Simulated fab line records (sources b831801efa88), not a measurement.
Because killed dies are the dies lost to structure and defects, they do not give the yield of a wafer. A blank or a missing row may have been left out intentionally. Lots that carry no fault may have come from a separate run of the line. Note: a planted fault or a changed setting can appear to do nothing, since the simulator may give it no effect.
fab line records :: flow sky130
record
  lots=6
  wafers=18
  lastDay=50
route steps=708 shown LDD_HVP@285 LDD_LDN@289
lots that met no fault: from a run of the same line without faults
startH: hours from the record's opening day to when the first of the lot's shown wafers began :: waitH: hours elapsed since this lot's preceding step :: " unchanged from the row above :: L1.1+2: several wafers, shown together as one row :: - no value, or no start given :: * or withheld: withheld :: < > ~ a bound
route shown NAME@n: NAME is a module with steps in the file, n the number in the route of the first one :: usual: mean/standard deviation of fault-free wafers :: same: alike in all rows :: chamber/n: place in a boat :: sites: each site's reading :: _std_site: standard deviation across them :: _edge_site: inner sites' mean taken away from outer sites' mean :: radiusMm: how far each site lies from the wafer's centre :: mask NAME#n: copy n :: behind: the last tool/chamber to shape the wafer :: hold: cause of the lot's hold/its duration in hours/its outcome :: device: the n, p or np transistor that did not switch :: end of line: tests run on the same wafers once the route is complete :: for a step that has no rows: nothing shown but its recipe :: killed: count of dies lost to structure and defects at first sort (not the wafer's yield) :: map: the dies of a wafer, with x for killed, . for not killed, _ for no die there
set.NAME: setting as actually run; set.NAME@STEP: the setting as run at that earlier step :: model.NAME: the simulator's own value behind a step, which no gauge read
a table for each step, a row for each wafer; lots at some steps of the route
services: the hour from which a tool's chamber was out of use, counted from the record's first day as startH (under 0 if before that day), plus the number of hours and why
## steps
# step SKY_LDD_HVP_OVL_MEAS_07
# usual
  LDD_HVP_OVL=1.0/1.4
lot.wafer: L341.3
tool: overlay-02
chamber: -
startH: 517.32
waitH: 0.1
LDD_HVP_OVL[nm]: 1.9

lot.wafer: L341.4
tool: overlay-02
chamber: -
startH: 517.32
waitH: 0.1
LDD_HVP_OVL[nm]: 1.0

lot.wafer: L341.6
tool: overlay-02
chamber: -
startH: 517.32
waitH: 0.1
LDD_HVP_OVL[nm]: 3.9

lot.wafer: L343.2
tool: overlay-02
chamber: -
startH: 546.01
waitH: 0.1
LDD_HVP_OVL[nm]: 1.6

lot.wafer: L343.5
tool: overlay-02
chamber: -
startH: 546.01
waitH: 0.1
LDD_HVP_OVL[nm]: 2.7

lot.wafer: L343.6
tool: overlay-02
chamber: -
startH: 546.01
waitH: 0.1
LDD_HVP_OVL[nm]: 1.5

lot.wafer: L354.3
tool: overlay-01
chamber: -
startH: 629.57
waitH: 0.1
LDD_HVP_OVL[nm]: 0.0

lot.wafer: L354.4
tool: overlay-01
chamber: -
startH: 629.57
waitH: 0.1
LDD_HVP_OVL[nm]: 1.1

lot.wafer: L354.6
tool: overlay-01
chamber: -
startH: 629.57
waitH: 0.1
LDD_HVP_OVL[nm]: 0.2

lot.wafer: L355.1
tool: overlay-02
chamber: -
startH: 646.06
waitH: 0.1
LDD_HVP_OVL[nm]: 3.1

lot.wafer: L355.3
tool: overlay-02
chamber: -
startH: 646.06
waitH: 0.1
LDD_HVP_OVL[nm]: 2.2

lot.wafer: L355.6
tool: overlay-02
chamber: -
startH: 646.06
waitH: 0.1
LDD_HVP_OVL[nm]: 2.7

lot.wafer: L360.1
tool: overlay-01
chamber: -
startH: 683.85
waitH: 0.1
LDD_HVP_OVL[nm]: 0.2

lot.wafer: L360.5
tool: overlay-01
chamber: -
startH: 683.85
waitH: 0.1
LDD_HVP_OVL[nm]: 0.5

lot.wafer: L360.6
tool: overlay-01
chamber: -
startH: 683.85
waitH: 0.1
LDD_HVP_OVL[nm]: 0.5

lot.wafer: L361.1
tool: overlay-02
chamber: -
startH: 688.80
waitH: 0.1
LDD_HVP_OVL[nm]: 3.4

lot.wafer: L361.3
tool: overlay-02
chamber: -
startH: 688.80
waitH: 0.1
LDD_HVP_OVL[nm]: 1.3

lot.wafer: L361.4
tool: overlay-02
chamber: -
startH: 688.80
waitH: 0.1
LDD_HVP_OVL[nm]: 2.8
# step SKY_LDD_HVP_IMPLANT_08
# recipe
  species=B
  energyKev=20
  doseCm2=1.7e+13
  tiltDeg=17.9
# step SKY_LDD_HVP_STRIP_09
# recipe
  chemistry=O2/N2
  powerW=1400
  pressureMtorr=1500
  platenTempC=withheld
  o2FlowSccm=3000
  n2FlowSccm=300
  overashFraction=0.5
# usual
  drypumpMotorCurrentA=6.0/0.61
  oesProductAu=0.408/0.0045
  stripTimeToEndpointS=4.134/0.013
lot.wafer: L341.3
tool: plasmaAsher-02
chamber: 0
startH: 517.53
waitH: 0.1
drypumpMotorCurrentA: 6.4
oesProductAu: 0.404
rfHoursCounterH: -
stripTimeToEndpointS: 4.126

lot.wafer: L341.4
tool: plasmaAsher-02
chamber: 1
startH: 517.53
waitH: 0.1
drypumpMotorCurrentA: 6.0
oesProductAu: 0.402
rfHoursCounterH: -
stripTimeToEndpointS: 4.152

lot.wafer: L341.6
tool: plasmaAsher-02
chamber: 0
startH: 517.53
waitH: 0.1
drypumpMotorCurrentA: 6.4
oesProductAu: 0.407
rfHoursCounterH: -
stripTimeToEndpointS: 4.146

lot.wafer: L343.2
tool: plasmaAsher-04
chamber: 0
startH: 546.19
waitH: 0.1
drypumpMotorCurrentA: 6.8
oesProductAu: 0.414
rfHoursCounterH: 12
stripTimeToEndpointS: 4.149

lot.wafer: L343.5
tool: plasmaAsher-04
chamber: 1
startH: 546.19
waitH: 0.1
drypumpMotorCurrentA: 5.8
oesProductAu: 0.409
rfHoursCounterH: -
stripTimeToEndpointS: 4.146

lot.wafer: L343.6
tool: plasmaAsher-04
chamber: 0
startH: 546.19
waitH: 0.1
drypumpMotorCurrentA: 6.8
oesProductAu: 0.410
rfHoursCounterH: -
stripTimeToEndpointS: 4.145

lot.wafer: L354.3
tool: plasmaAsher-01
chamber: 0
startH: 629.78
waitH: 0.1
drypumpMotorCurrentA: 5.7
oesProductAu: 0.410
rfHoursCounterH: -
stripTimeToEndpointS: 4.134

lot.wafer: L354.4
tool: plasmaAsher-01
chamber: 1
startH: 629.78
waitH: 0.1
drypumpMotorCurrentA: 4.8
oesProductAu: 0.409
rfHoursCounterH: -
stripTimeToEndpointS: 4.111

lot.wafer: L354.6
tool: plasmaAsher-01
chamber: 1
startH: 629.78
waitH: 0.1
drypumpMotorCurrentA: 4.8
oesProductAu: 0.406
rfHoursCounterH: -
stripTimeToEndpointS: 4.131

lot.wafer: L355.1
tool: plasmaAsher-02
chamber: 1
startH: 646.24
waitH: 0.1
drypumpMotorCurrentA: 6.0
oesProductAu: 0.412
rfHoursCounterH: 80
stripTimeToEndpointS: 4.140

lot.wafer: L355.3
tool: plasmaAsher-02
chamber: 1
startH: 646.24
waitH: 0.1
drypumpMotorCurrentA: 6.0
oesProductAu: 0.399
rfHoursCounterH: -
stripTimeToEndpointS: 4.132

lot.wafer: L355.6
tool: plasmaAsher-02
chamber: 0
startH: 646.24
waitH: 0.1
drypumpMotorCurrentA: 6.3
oesProductAu: 0.412
rfHoursCounterH: -
stripTimeToEndpointS: 4.118

lot.wafer: L360.1
tool: plasmaAsher-02
chamber: 0
startH: 684.04
waitH: 0.1
drypumpMotorCurrentA: 6.4
oesProductAu: 0.412
rfHoursCounterH: 84
stripTimeToEndpointS: 4.151

lot.wafer: L360.5
tool: plasmaAsher-02
chamber: 0
startH: 684.04
waitH: 0.1
drypumpMotorCurrentA: 6.3
oesProductAu: 0.417
rfHoursCounterH: -
stripTimeToEndpointS: 4.165

lot.wafer: L360.6
tool: plasmaAsher-02
chamber: 1
startH: 684.04
waitH: 0.1
drypumpMotorCurrentA: 6.0
oesProductAu: 0.410
rfHoursCounterH: -
stripTimeToEndpointS: 4.137

lot.wafer: L361.1
tool: plasmaAsher-02
chamber: 1
startH: 688.99
waitH: 0.1
drypumpMotorCurrentA: 6.0
oesProductAu: 0.411
rfHoursCounterH: 84
stripTimeToEndpointS: 4.128

lot.wafer: L361.3
tool: plasmaAsher-02
chamber: 0
startH: 688.99
waitH: 0.1
drypumpMotorCurrentA: 6.3
oesProductAu: 0.407
rfHoursCounterH: -
stripTimeToEndpointS: 4.125

lot.wafer: L361.4
tool: plasmaAsher-02
chamber: 1
startH: 688.99
waitH: 0.1
drypumpMotorCurrentA: 6.0
oesProductAu: 0.410
rfHoursCounterH: -
stripTimeToEndpointS: 4.134
# step SKY_LDD_HVP_TW_MEAS_10
# usual
  LDD_HVP_TW=457.1/2.3
lot.wafer: L341.3
tool: filmMetro-02
chamber: -
startH: 517.61
waitH: 0.1
LDD_HVP_TW: 460.5

lot.wafer: L341.4
tool: filmMetro-02
chamber: -
startH: 517.61
waitH: 0.1
LDD_HVP_TW: 460.0

lot.wafer: L341.6
tool: filmMetro-02
chamber: -
startH: 517.61
waitH: 0.1
LDD_HVP_TW: 458.3

lot.wafer: L343.2
tool: filmMetro-03
chamber: -
startH: 546.30
waitH: 0.1
LDD_HVP_TW: 457.5

lot.wafer: L343.5
tool: filmMetro-03
chamber: -
startH: 546.30
waitH: 0.1
LDD_HVP_TW: 457.2

lot.wafer: L343.6
tool: filmMetro-03
chamber: -
startH: 546.30
waitH: 0.1
LDD_HVP_TW: 455.7

lot.wafer: L354.3
tool: filmMetro-01
chamber: -
startH: 629.86
waitH: 0.1
LDD_HVP_TW: 459.9

lot.wafer: L354.4
tool: filmMetro-01
chamber: -
startH: 629.86
waitH: 0.1
LDD_HVP_TW: 459.7

lot.wafer: L354.6
tool: filmMetro-01
chamber: -
startH: 629.86
waitH: 0.1
LDD_HVP_TW: 458.1

lot.wafer: L355.1
tool: filmMetro-03
chamber: -
startH: 646.34
waitH: 0.1
LDD_HVP_TW: 458.8

lot.wafer: L355.3
tool: filmMetro-03
chamber: -
startH: 646.34
waitH: 0.1
LDD_HVP_TW: 460.9

lot.wafer: L355.6
tool: filmMetro-03
chamber: -
startH: 646.34
waitH: 0.1
LDD_HVP_TW: 460.3

lot.wafer: L360.1
tool: filmMetro-03
chamber: -
startH: 684.14
waitH: 0.1
LDD_HVP_TW: 458.7

lot.wafer: L360.5
tool: filmMetro-03
chamber: -
startH: 684.14
waitH: 0.1
LDD_HVP_TW: 457.5

lot.wafer: L360.6
tool: filmMetro-03
chamber: -
startH: 684.14
waitH: 0.1
LDD_HVP_TW: 454.6

lot.wafer: L361.1
tool: filmMetro-01
chamber: -
startH: 689.09
waitH: 0.1
LDD_HVP_TW: 456.2

lot.wafer: L361.3
tool: filmMetro-01
chamber: -
startH: 689.09
waitH: 0.1
LDD_HVP_TW: 453.4

lot.wafer: L361.4
tool: filmMetro-01
chamber: -
startH: 689.09
waitH: 0.1
LDD_HVP_TW: 458.4
# step SKY_LDD_LDN_DEHYDRATE_00
# recipe
  tempC=200
  timeS=60
# step SKY_LDD_LDN_HMDS_01
# recipe
  primeTimeS=60
  primeTempC=120
# step SKY_LDD_LDN_COAT_02
# recipe
  resist=NOVOLAK
  spinRpm=3000
  resistThkNm=1140
# step SKY_LDD_LDN_SOFTBAKE_03
# recipe
  tempC=90
  timeS=60
  resist=NOVOLAK
# step SKY_LDD_LDN_EXPOSE_04
# recipe
  maskId=LDNTM
  na=0.6
  sourceShape=conventional
  sigmaOuter=0.6
  polarization=unpolarized
  targetCdNm=700
  doseMj=140
# step SKY_LDD_LDN_PEB_05
# recipe
  tempC=withheld
  timeS=*
  resist=NOVOLAK
# step SKY_LDD_LDN_DEVELOP_06
# recipe
  resist=NOVOLAK
  developer=TMAH
  developTimeS=60
  devTempC=23
# step SKY_LDD_LDN_OVL_MEAS_07
# usual
  LDD_LDN_OVL=0.7/1.3
lot.wafer: L341.3
tool: overlay-02
chamber: -
startH: 547.02
waitH: 0.1
LDD_LDN_OVL[nm]: 0.3

lot.wafer: L341.4
tool: overlay-02
chamber: -
startH: 547.02
waitH: 0.1
LDD_LDN_OVL[nm]: 1.7

lot.wafer: L341.6
tool: overlay-02
chamber: -
startH: 547.02
waitH: 0.1
LDD_LDN_OVL[nm]: -0.3

lot.wafer: L343.2
tool: overlay-01
chamber: -
startH: 575.81
waitH: 0.1
LDD_LDN_OVL[nm]: -1.6

lot.wafer: L343.5
tool: overlay-01
chamber: -
startH: 575.81
waitH: 0.1
LDD_LDN_OVL[nm]: -0.8

lot.wafer: L343.6
tool: overlay-01
chamber: -
startH: 575.81
waitH: 0.1
LDD_LDN_OVL[nm]: -0.8

lot.wafer: L354.3
tool: overlay-01
chamber: -
startH: 658.06
waitH: 0.1
LDD_LDN_OVL[nm]: -0.1

lot.wafer: L354.4
tool: overlay-01
chamber: -
startH: 658.06
waitH: 0.1
LDD_LDN_OVL[nm]: -1.1

lot.wafer: L354.6
tool: overlay-01
chamber: -
startH: 658.06
waitH: 0.1
LDD_LDN_OVL[nm]: 1.1

lot.wafer: L355.1
tool: overlay-02
chamber: -
startH: 674.75
waitH: 0.1
LDD_LDN_OVL[nm]: 1.4

lot.wafer: L355.3
tool: overlay-02
chamber: -
startH: 674.75
waitH: 0.1
LDD_LDN_OVL[nm]: 0.7

lot.wafer: L355.6
tool: overlay-02
chamber: -
startH: 674.75
waitH: 0.1
LDD_LDN_OVL[nm]: 1.1

lot.wafer: L360.1
tool: overlay-02
chamber: -
startH: 712.06
waitH: 0.1
LDD_LDN_OVL[nm]: 0.1

lot.wafer: L360.5
tool: overlay-02
chamber: -
startH: 712.06
waitH: 0.1
LDD_LDN_OVL[nm]: -0.6

lot.wafer: L360.6
tool: overlay-02
chamber: -
startH: 712.06
waitH: 0.1
LDD_LDN_OVL[nm]: 0.7

lot.wafer: L361.1
tool: overlay-02
chamber: -
startH: 717.30
waitH: 0.1
LDD_LDN_OVL[nm]: 0.5

lot.wafer: L361.3
tool: overlay-02
chamber: -
startH: 717.30
waitH: 0.1
LDD_LDN_OVL[nm]: 0.6

lot.wafer: L361.4
tool: overlay-02
chamber: -
startH: 717.30
waitH: 0.1
LDD_LDN_OVL[nm]: -0.5
# step SKY_LDD_LDN_IMPLANT_08
# recipe
  species=As
  energyKev=15
  doseCm2=1.25e+13
  tiltDeg=withheld
  rotationDeg=23
# usual
  beamEnergyKeV=15.001/0.0042
  beamOnS=10.01/0.19
lot.wafer: L341.3
tool: implanter-03
chamber: 0
startH: 547.09
waitH: 0.1
beamEnergyKeV: 14.995
beamOnS: 10.07

lot.wafer: L341.4
tool: implanter-03
chamber: 0
startH: 547.09
waitH: 0.1
beamEnergyKeV: 14.995
beamOnS: 10.28

lot.wafer: L341.6
tool: implanter-03
chamber: 0
startH: 547.09
waitH: 0.1
beamEnergyKeV: 14.997
beamOnS: 9.90

lot.wafer: L343.2
tool: implanter-04
chamber: 0
startH: 575.86
waitH: 0.0
beamEnergyKeV: 15.003
beamOnS: 9.95

lot.wafer: L343.5
tool: implanter-04
chamber: 0
startH: 575.86
waitH: 0.0
beamEnergyKeV: 15.001
beamOnS: 9.92

lot.wafer: L343.6
tool: implanter-04
chamber: 0
startH: 575.86
waitH: 0.0
beamEnergyKeV: 14.997
beamOnS: 9.98

lot.wafer: L354.3
tool: implanter-03
chamber: -
startH: 658.13
waitH: 0.1
beamEnergyKeV: -
beamOnS: -

lot.wafer: L354.4
tool: implanter-03
chamber: -
startH: 658.13
waitH: 0.1
beamEnergyKeV: -
beamOnS: -

lot.wafer: L354.6
tool: implanter-03
chamber: -
startH: 658.13
waitH: 0.1
beamEnergyKeV: -
beamOnS: -

lot.wafer: L355.1
tool: implanter-01
chamber: -
startH: 674.79
waitH: 0.0
beamEnergyKeV: -
beamOnS: -

lot.wafer: L355.3
tool: implanter-01
chamber: -
startH: 674.79
waitH: 0.0
beamEnergyKeV: -
beamOnS: -

lot.wafer: L355.6
tool: implanter-01
chamber: -
startH: 674.79
waitH: 0.0
beamEnergyKeV: -
beamOnS: -

lot.wafer: L360.1
tool: implanter-03
chamber: 0
startH: 712.09
waitH: 0.0
beamEnergyKeV: 15.003
beamOnS: 10.12

lot.wafer: L360.5
tool: implanter-03
chamber: 0
startH: 712.09
waitH: 0.0
beamEnergyKeV: 14.998
beamOnS: 9.90

lot.wafer: L360.6
tool: implanter-03
chamber: 0
startH: 712.09
waitH: 0.0
beamEnergyKeV: 15.002
beamOnS: 10.31

lot.wafer: L361.1
tool: implanter-01
chamber: 0
startH: 717.33
waitH: 0.0
beamEnergyKeV: 14.995
beamOnS: 9.75

lot.wafer: L361.3
tool: implanter-01
chamber: 0
startH: 717.33
waitH: 0.0
beamEnergyKeV: 14.998
beamOnS: 10.31

lot.wafer: L361.4
tool: implanter-01
chamber: 0
startH: 717.33
waitH: 0.0
beamEnergyKeV: 15.001
beamOnS: 10.03
# step SKY_LDD_LDN_IMPLANT_09
# recipe
  species=As
  energyKev=15
  doseCm2=1.25e+13
  tiltDeg=withheld
  rotationDeg=113
# step SKY_LDD_LDN_IMPLANT_10
# recipe
  species=As
  energyKev=15
  doseCm2=1.25e+13
  tiltDeg=withheld
  rotationDeg=203
# step SKY_LDD_LDN_IMPLANT_11
# recipe
  species=As
  energyKev=15
  doseCm2=1.25e+13
  tiltDeg=withheld
  rotationDeg=293
# step SKY_LDD_LDN_STRIP_12
# recipe
  chemistry=O2/N2
  powerW=1400
  pressureMtorr=1500
  platenTempC=withheld
  o2FlowSccm=3000
  n2FlowSccm=300
  overashFraction=0.5
# usual
  drypumpMotorCurrentA=5.8/0.61
  oesProductAu=0.716/0.0043
  stripTimeToEndpointS=14.17/0.035
lot.wafer: L341.3
tool: plasmaAsher-01
chamber: 0
startH: 547.68
waitH: 0.1
drypumpMotorCurrentA: 5.7
oesProductAu: 0.713
rfHoursCounterH: -
stripTimeToEndpointS: 14.16

lot.wafer: L341.4
tool: plasmaAsher-01
chamber: 1
startH: 547.68
waitH: 0.1
drypumpMotorCurrentA: 4.8
oesProductAu: 0.716
rfHoursCounterH: -
stripTimeToEndpointS: 14.16

lot.wafer: L341.6
tool: plasmaAsher-01
chamber: 1
startH: 547.68
waitH: 0.1
drypumpMotorCurrentA: 4.8
oesProductAu: 0.723
rfHoursCounterH: -
stripTimeToEndpointS: 14.17

lot.wafer: L343.2
tool: plasmaAsher-01
chamber: 1
startH: 576.44
waitH: 0.1
drypumpMotorCurrentA: 4.8
oesProductAu: 0.717
rfHoursCounterH: 45
stripTimeToEndpointS: 14.21

lot.wafer: L343.5
tool: plasmaAsher-01
chamber: 0
startH: 576.44
waitH: 0.1
drypumpMotorCurrentA: 5.8
oesProductAu: 0.719
rfHoursCounterH: -
stripTimeToEndpointS: 14.23

lot.wafer: L343.6
tool: plasmaAsher-01
chamber: 1
startH: 576.44
waitH: 0.1
drypumpMotorCurrentA: 4.8
oesProductAu: 0.728
rfHoursCounterH: -
stripTimeToEndpointS: 14.25

lot.wafer: L354.3
tool: plasmaAsher-03
chamber: 1
startH: 658.72
waitH: 0.1
drypumpMotorCurrentA: 6.0
oesProductAu: 0.715
rfHoursCounterH: -
stripTimeToEndpointS: 14.16

lot.wafer: L354.4
tool: plasmaAsher-03
chamber: 0
startH: 658.72
waitH: 0.1
drypumpMotorCurrentA: 6.1
oesProductAu: 0.715
rfHoursCounterH: -
stripTimeToEndpointS: 14.14

lot.wafer: L354.6
tool: plasmaAsher-03
chamber: 0
startH: 658.72
waitH: 0.1
drypumpMotorCurrentA: 6.1
oesProductAu: 0.724
rfHoursCounterH: -
stripTimeToEndpointS: 14.20

lot.wafer: L355.1
tool: plasmaAsher-03
chamber: 0
startH: 675.39
waitH: 0.1
drypumpMotorCurrentA: 6.1
oesProductAu: 0.714
rfHoursCounterH: 99
stripTimeToEndpointS: 14.13

lot.wafer: L355.3
tool: plasmaAsher-03
chamber: 0
startH: 675.39
waitH: 0.1
drypumpMotorCurrentA: 6.1
oesProductAu: 0.711
rfHoursCounterH: -
stripTimeToEndpointS: 14.21

lot.wafer: L355.6
tool: plasmaAsher-03
chamber: 0
startH: 675.39
waitH: 0.1
drypumpMotorCurrentA: 6.1
oesProductAu: 0.714
rfHoursCounterH: -
stripTimeToEndpointS: 14.16

lot.wafer: L360.1
tool: plasmaAsher-01
chamber: 0
startH: 712.69
waitH: 0.1
drypumpMotorCurrentA: 5.8
oesProductAu: 0.719
rfHoursCounterH: 58
stripTimeToEndpointS: 14.17

lot.wafer: L360.5
tool: plasmaAsher-01
chamber: 1
startH: 712.69
waitH: 0.1
drypumpMotorCurrentA: 4.8
oesProductAu: 0.715
rfHoursCounterH: -
stripTimeToEndpointS: 14.18

lot.wafer: L360.6
tool: plasmaAsher-01
chamber: 0
startH: 712.69
waitH: 0.1
drypumpMotorCurrentA: 5.8
oesProductAu: 0.713
rfHoursCounterH: -
stripTimeToEndpointS: 14.14

lot.wafer: L361.1
tool: plasmaAsher-03
chamber: 1
startH: 717.93
waitH: 0.1
drypumpMotorCurrentA: 6.0
oesProductAu: 0.717
rfHoursCounterH: 103
stripTimeToEndpointS: 14.11

lot.wafer: L361.3
tool: plasmaAsher-03
chamber: 1
startH: 717.93
waitH: 0.1
drypumpMotorCurrentA: 6.0
oesProductAu: 0.712
rfHoursCounterH: -
stripTimeToEndpointS: 14.09

lot.wafer: L361.4
tool: plasmaAsher-03
chamber: 0
startH: 717.93
waitH: 0.1
drypumpMotorCurrentA: 6.1
oesProductAu: 0.717
rfHoursCounterH: -
stripTimeToEndpointS: 14.11
# step SKY_LDD_LDN_TW_MEAS_13
# usual
  LDD_LDN_TW=1483/7.5
lot.wafer: L341.3
tool: filmMetro-03
chamber: -
startH: 547.76
waitH: 0.1
LDD_LDN_TW: 1490

lot.wafer: L341.4
tool: filmMetro-03
chamber: -
startH: 547.76
waitH: 0.1
LDD_LDN_TW: 1484

lot.wafer: L341.6
tool: filmMetro-03
chamber: -
startH: 547.76
waitH: 0.1
LDD_LDN_TW: 1489

lot.wafer: L343.2
tool: filmMetro-02
chamber: -
startH: 576.55
waitH: 0.1
LDD_LDN_TW: 1471

lot.wafer: L343.5
tool: filmMetro-02
chamber: -
startH: 576.55
waitH: 0.1
LDD_LDN_TW: 1474

lot.wafer: L343.6
tool: filmMetro-02
chamber: -
startH: 576.55
waitH: 0.1
LDD_LDN_TW: 1474

lot.wafer: L354.3
tool: filmMetro-03
chamber: -
startH: 658.80
waitH: 0.1
LDD_LDN_TW: 1354

lot.wafer: L354.4
tool: filmMetro-03
chamber: -
startH: 658.80
waitH: 0.1
LDD_LDN_TW: 1356

lot.wafer: L354.6
tool: filmMetro-03
chamber: -
startH: 658.80
waitH: 0.1
LDD_LDN_TW: 1358

lot.wafer: L355.1
tool: filmMetro-03
chamber: -
startH: 675.49
waitH: 0.1
LDD_LDN_TW: 1356

lot.wafer: L355.3
tool: filmMetro-03
chamber: -
startH: 675.49
waitH: 0.1
LDD_LDN_TW: 1368

lot.wafer: L355.6
tool: filmMetro-03
chamber: -
startH: 675.49
waitH: 0.1
LDD_LDN_TW: 1363

lot.wafer: L360.1
tool: filmMetro-03
chamber: -
startH: 712.79
waitH: 0.1
LDD_LDN_TW: 1481

lot.wafer: L360.5
tool: filmMetro-03
chamber: -
startH: 712.79
waitH: 0.1
LDD_LDN_TW: 1482

lot.wafer: L360.6
tool: filmMetro-03
chamber: -
startH: 712.79
waitH: 0.1
LDD_LDN_TW: 1482

lot.wafer: L361.1
tool: filmMetro-04
chamber: -
startH: 718.03
waitH: 0.1
LDD_LDN_TW: 1491

lot.wafer: L361.3
tool: filmMetro-04
chamber: -
startH: 718.03
waitH: 0.1
LDD_LDN_TW: 1484

lot.wafer: L361.4
tool: filmMetro-04
chamber: -
startH: 718.03
waitH: 0.1
LDD_LDN_TW: 1487
# step SKY_LDD_LDN_CLEAN_14
# recipe
  chemistry=SC1/SC2
  mix=1:4:20
  tempC=70
  timeS=150
  dry=n2Spin
## services
tool: plasmaAsher-02
chamber: -
startH: 503.19
hours: 5.4
kind: repair

tool: implanter-01
chamber: -
startH: 540.34
hours: 5.5
kind: pm

tool: implanter-01
chamber: -
startH: 551.15
hours: 106.0
kind: repair

tool: implanter-04
chamber: -
startH: 552.04
hours: 3.9
kind: repair

tool: implanter-03
chamber: -
startH: 571.60
hours: 5.9
kind: repair

tool: plasmaAsher-01
chamber: -
startH: 596.70
hours: 0.6
kind: repair

tool: plasmaAsher-03
chamber: -
startH: 600.70
hours: 3.1
kind: repair

tool: implanter-04
chamber: -
startH: 603.66
hours: 3.4
kind: pm

tool: plasmaAsher-01
chamber: -
startH: 623.35
hours: 2.8
kind: pm

tool: plasmaAsher-01
chamber: -
startH: 626.14
hours: 0.9
kind: repair

tool: plasmaAsher-01
chamber: -
startH: 642.90
hours: 2.5
kind: repair

tool: plasmaAsher-03
chamber: -
startH: 645.60
hours: 4.1
kind: pm

tool: plasmaAsher-02
chamber: -
startH: 648.25
hours: 0.5
kind: repair

tool: implanter-01
chamber: -
startH: 657.15
hours: 3.9
kind: pm

tool: plasmaAsher-04
chamber: -
startH: 665.30
hours: 2.0
kind: repair

tool: plasmaAsher-01
chamber: -
startH: 680.19
hours: 1.2
kind: repair

tool: implanter-01
chamber: -
startH: 682.44
hours: 0.5
kind: repair

tool: plasmaAsher-02
chamber: -
startH: 689.66
hours: 0.4
kind: repair

tool: implanter-03
chamber: -
startH: 689.87
hours: 10.2
kind: repair

tool: plasmaAsher-01
chamber: -
startH: 703.49
hours: 2.3
kind: repair
## key
firstSign
  step=SKY_LDD_LDN_IMPLANT_08
  reading=toolRecord
  direction=missing
effect
  step=SKY_LDD_LDN_TW_MEAS_13
  reading=LDD_LDN_TW
  direction=down
  sigmas=16
  usual=1483
  struck=1359
metAt SKY_LDD_LDN_IMPLANT_08
struckWafers L354.3,L354.4,L354.6,L355.1,L355.3,L355.6
laterRowsLeftOut L354.3,L354.4,L354.6,L355.1,L355.3,L355.6
sortLeftOut L354.3,L354.4,L354.6,L355.1,L355.3,L355.6
testerLeftOut L354,L355
onsetBetween 547.09 658.13
fault
  kind=skippedStepWhole
  tool=implanter-01,implanter-03
  chamber=-
  onsetH=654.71
  steps=SKY_LDD_LDN_IMPLANT_08
  scope=struckLotsOnly
# testerLeftOut: of these lots the tester's yield and bins aren't shown, on N5 and GAA mostly nor the transistor test; their killed dies are dies lost to structure and defects alone, not to doping, threshold or leakage, so they don't give the yield
# sortLeftOut: the simulated sort isn't trusted on such a fault, so these wafers' sort isn't shown, and their yield isn't known
# laterRowsLeftOut: the simulator's readings of these wafers behind a module that went badly wrong aren't trusted and aren't shown, but for the sort
